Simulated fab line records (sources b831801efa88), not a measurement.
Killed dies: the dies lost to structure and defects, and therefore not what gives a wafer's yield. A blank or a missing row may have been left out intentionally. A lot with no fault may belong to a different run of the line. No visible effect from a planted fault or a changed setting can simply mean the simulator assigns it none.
Check for tools in common | flow gf180mcu | Sampled: 12 lots, 36 wafers

## REASON IT WAS OPENED
At GF_LVPWELL_TW_MEAS_11 the reading LVPWELL_TW is flagged on 1 of 12 lots. Wafers without a fault read 558.4, standard deviation 2.6.
Rule: flag the lot when none of its wafers has a number, or when each of its wafers that has one lies beyond 4 standard deviations from that mean. The other lots count as sound.

lot  | measured    | on            | LVPWELL_TW, wafer by wafer | flag
L119 | day 3 23:32 | film-metro-01 | 560.0 563.1 562.4          |
L120 | day 4 05:50 | film-metro-01 | 560.3 562.2 557.4          |
L121 | day 4 11:45 | film-metro-02 | 557.4 560.0 556.0          |
L122 | day 4 14:05 | film-metro-01 | 561.5 559.7 558.9          |
L123 | day 4 20:48 | film-metro-03 | 558.3 556.2 555.0          |
L124 | day 4 23:34 | film-metro-02 | 557.7 562.1 558.3          |
L135 | day 7 17:50 | film-metro-03 | 29.9 29.9 29.9             | FLAGGED
L138 | day 8 17:09 | film-metro-02 | 556.5 555.3 556.8          |
L139 | day 8 20:07 | film-metro-01 | 560.7 556.7 559.5          |
L140 | day 9 02:26 | film-metro-02 | 557.6 556.7 557.9          |
L142 | day 9 06:13 | film-metro-01 | 562.5 565.9 561.9          |
L141 | day 9 10:06 | film-metro-03 | 557.8 560.6 558.8          |
The numbers of the flagged lots are 29.9 on average: -528.5 against the usual, or -99 or more standard deviations.

## TOOL THAT RAN EACH LOT
Before the reading, the record contains 3 process steps out of a 602-step route. Cell contents, in order: the tool; ch with the chambers the sampled wafers went through; the start.
lot  | flag    | GF_STI_ETCH_14                  | GF_LVPWELL_EXPOSE_04               | GF_LVPWELL_STRIP_10
L119 |         | rie-si-02 ch 0,2, day 2 02:40   | iline-stepper-02 ch 0, day 3 16:59 | plasma-asher-01 ch 0,1, day 3 23:26
L120 |         | rie-si-02 ch 0,3, day 2 06:47   | iline-stepper-02 ch 0, day 3 22:44 | plasma-asher-01 ch 0,1, day 4 05:43
L121 |         | rie-si-01 ch 0,1, day 2 12:11   | iline-stepper-02 ch 0, day 4 05:09 | plasma-asher-03 ch 0,1, day 4 11:40
L122 |         | rie-si-01 ch 1,2,3, day 2 16:40 | iline-stepper-02 ch 0, day 4 07:15 | plasma-asher-04 ch 0,1, day 4 13:59
L123 |         | rie-si-01 ch 1,2,3, day 3 00:38 | iline-stepper-02 ch 0, day 4 14:02 | plasma-asher-01 ch 0,1, day 4 20:42
L124 |         | rie-si-02 ch 1,2,3, day 3 02:56 | iline-stepper-02 ch 0, day 4 17:13 | plasma-asher-04 ch 0, day 4 23:27
L135 | FLAGGED | rie-si-02 ch 0,2, day 5 12:43   | iline-stepper-02 ch 0, day 7 09:41 | plasma-asher-03 ch 0,1, day 7 17:43
L138 |         | rie-si-02 ch 0,1,3, day 6 03:17 | iline-stepper-02 ch 0, day 8 08:26 | plasma-asher-01 ch 1, day 8 17:02
L139 |         | rie-si-01 ch 1,2,3, day 6 09:50 | iline-stepper-02 ch 0, day 8 11:01 | plasma-asher-01 ch 0,1, day 8 20:02
L140 |         | rie-si-01 ch 0,2,3, day 6 16:25 | iline-stepper-02 ch 0, day 8 17:11 | plasma-asher-03 ch 0,1, day 9 02:20
L142 |         | rie-si-01 ch 1,2,3, day 7 00:05 | iline-stepper-02 ch 0, day 8 21:08 | plasma-asher-04 ch 0, day 9 06:07
L141 |         | rie-si-02 ch 0,1, day 7 00:56   | iline-stepper-02 ch 0, day 9 01:16 | plasma-asher-01 ch 1, day 9 09:59
What these steps do:
- GF_STI_ETCH_14: etches Si in HBr/Cl2/O2, target depth 360 nm, time 102.9 s.
- GF_LVPWELL_EXPOSE_04: exposes mask LVPWELL, target cd 600 nm.
- GF_LVPWELL_STRIP_10: strips in O2/N2.
- GF_LVPWELL_TW_MEAS_11

## FLAGGED AGAINST TOTAL, ONE TOOL AT A TIME (gauges that did the reading follow at the end)
step                  | tool             | lots run | flagged | share of the flagged lots | sound lots run after its first flagged lot
GF_STI_ETCH_14        | rie-si-01        | 6        | 0       | none                      | -
GF_STI_ETCH_14        | rie-si-02        | 6        | 1       | all                       | 2 (L138,L141)
GF_LVPWELL_EXPOSE_04  | iline-stepper-02 | 12       | 1       | all                       | 5 (L138,L139,L140,L142,L141)
GF_LVPWELL_STRIP_10   | plasma-asher-01  | 6        | 0       | none                      | -
GF_LVPWELL_STRIP_10   | plasma-asher-03  | 3        | 1       | all                       | 1 (L140)
GF_LVPWELL_STRIP_10   | plasma-asher-04  | 3        | 0       | none                      | -
GF_LVPWELL_TW_MEAS_11 | film-metro-01    | 5        | 0       | none                      | -
GF_LVPWELL_TW_MEAS_11 | film-metro-02    | 4        | 0       | none                      | -
GF_LVPWELL_TW_MEAS_11 | film-metro-03    | 3        | 1       | all                       | 1 (L141)

## WHAT THE TABLE ALLOWS
4 rows of the table ran every flagged lot: rie-si-02 at GF_STI_ETCH_14, iline-stepper-02 at GF_LVPWELL_EXPOSE_04, plasma-asher-03 at GF_LVPWELL_STRIP_10, film-metro-03 at GF_LVPWELL_TW_MEAS_11.
- rie-si-02 at GF_STI_ETCH_14: 1 of its 6 lots flagged. Sound lots followed the first flagged one (L138, L141) on it, something a lasting fault affecting the whole tool could not allow.
- iline-stepper-02 at GF_LVPWELL_EXPOSE_04: 1 of its 12 lots flagged. Sound lots followed the first flagged one (L138, L139, L140, L142, L141) on it, something a lasting fault affecting the whole tool could not allow.
- plasma-asher-03 at GF_LVPWELL_STRIP_10: 1 of its 3 lots flagged. Sound lots followed the first flagged one (L140) on it, something a lasting fault affecting the whole tool could not allow.
- film-metro-03 at GF_LVPWELL_TW_MEAS_11: 1 of its 3 lots flagged. Sound lots followed the first flagged one (L141) on it, something a lasting fault affecting the whole tool could not allow.
None of the table's rows ran every flagged lot and, after the first, no sound lot.

## WHAT WAS PUT IN BY THE SIMULATOR
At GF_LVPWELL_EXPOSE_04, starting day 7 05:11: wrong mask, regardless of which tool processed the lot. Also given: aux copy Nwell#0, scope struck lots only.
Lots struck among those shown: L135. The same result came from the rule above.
